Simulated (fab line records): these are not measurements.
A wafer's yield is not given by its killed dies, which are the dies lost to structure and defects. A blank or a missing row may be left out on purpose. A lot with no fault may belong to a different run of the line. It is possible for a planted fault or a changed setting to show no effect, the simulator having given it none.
8D (eight disciplines) problem report, filled in by code || flow sfq line || the parts of the form that need people (team, actions taken, sign-off) are left out

1. WHAT WENT WRONG
heater power total W at SFQ_TRILAYER_I5_LITHO_PEB_147 reads a mean of 80.87 W on 4 wafers of 3 lots; wafers without a fault read 79.16 W with a standard deviation of 0.07. That is +24 standard deviations from the usual mean.
The step: peb time 60 s.
Earliest sighting: wafer L298.2 on litho track-01 at day 66 20:17. The record holds 43 wafers of 15 lots with a number at this step. By rule, "out" or "out of limits" means more than 4 standard deviations away from the usual mean. The other wafers with a number count as sound.

2. WHAT IT IS, WHAT IT ISN'T
{"question": "which readings at this step", "is": "heater power total W", "is not": "exhaust pa"}
{"question": "which lots", "is": "L298, L299, L301", "is not": "L283, L285, L286, L288, L290, L291, L292, L293, L303, L304, L305, L306"}
{"question": "which wafers of those lots", "is": "L298.2, L298.6, L299.2, L301.2", "is not": "L299.5, L301.1, L301.3"}
{"question": "read on which tools", "is": "litho track-01", "is not": "litho track-03, litho track-04"}
{"question": "when", "is": "from day 66 20:17", "is not": "up to then (24 sound wafers); but 15 sound wafers of L299, L301, L303, L304, L305, L306 came after"}

3. WHAT RULES OUT EACH SUSPECT
Counting: if a tool at a process step up to the reading ran every lot that is out, it stays a suspect. Sound lots after the first of them don't rule it out here, since some wafers of a struck lot are sound.
- litho track-01 at SFQ_TRILAYER_I5_LITHO_PEB_147 (peb time 60 s): kept. Ran every lot that is out, first one L298 (day 66 20:17); last sound lot up to then L290 (day 64 10:32). Out on those wafers are its own readings of heater power total W.
After counting, what remains is litho track-01 at SFQ_TRILAYER_I5_LITHO_PEB_147.

4. THE CAUSE (what the simulator had put in)
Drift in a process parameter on litho track-01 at SFQ_TRILAYER_I5_LITHO_PEB_147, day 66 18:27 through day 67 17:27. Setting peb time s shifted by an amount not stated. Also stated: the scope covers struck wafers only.
The count eliminated every tool but this one.

5. SEQUENCE OF EFFECTS, ordered by route
Each row: a reading where the mean over the struck wafers with a number is more than 3 standard deviations away from the usual. Only readings whose record carries a usual standard deviation are examined. hours: median over the lots of the time between each lot's start at the first step of this table that gives one and its start at this step. sigmas: the change, counted in usual standard deviations.
{"hours": 0, "step": "SFQ_TRILAYER_I5_LITHO_PEB_147", "reading": "heater power total W", "usual": "79.16 W", "on struck wafers": 80.87, "change": "+1.71", "sigmas": "+24"}
It contains these process steps:
- SFQ_TRILAYER_I5_LITHO_PEB_147: peb time 60 s.

6. WHAT WOULD HAVE CAUGHT IT SOONER
2 hours passed between the start of the fault at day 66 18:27 and the first reading out of limits in this record, taken at day 66 20:17.
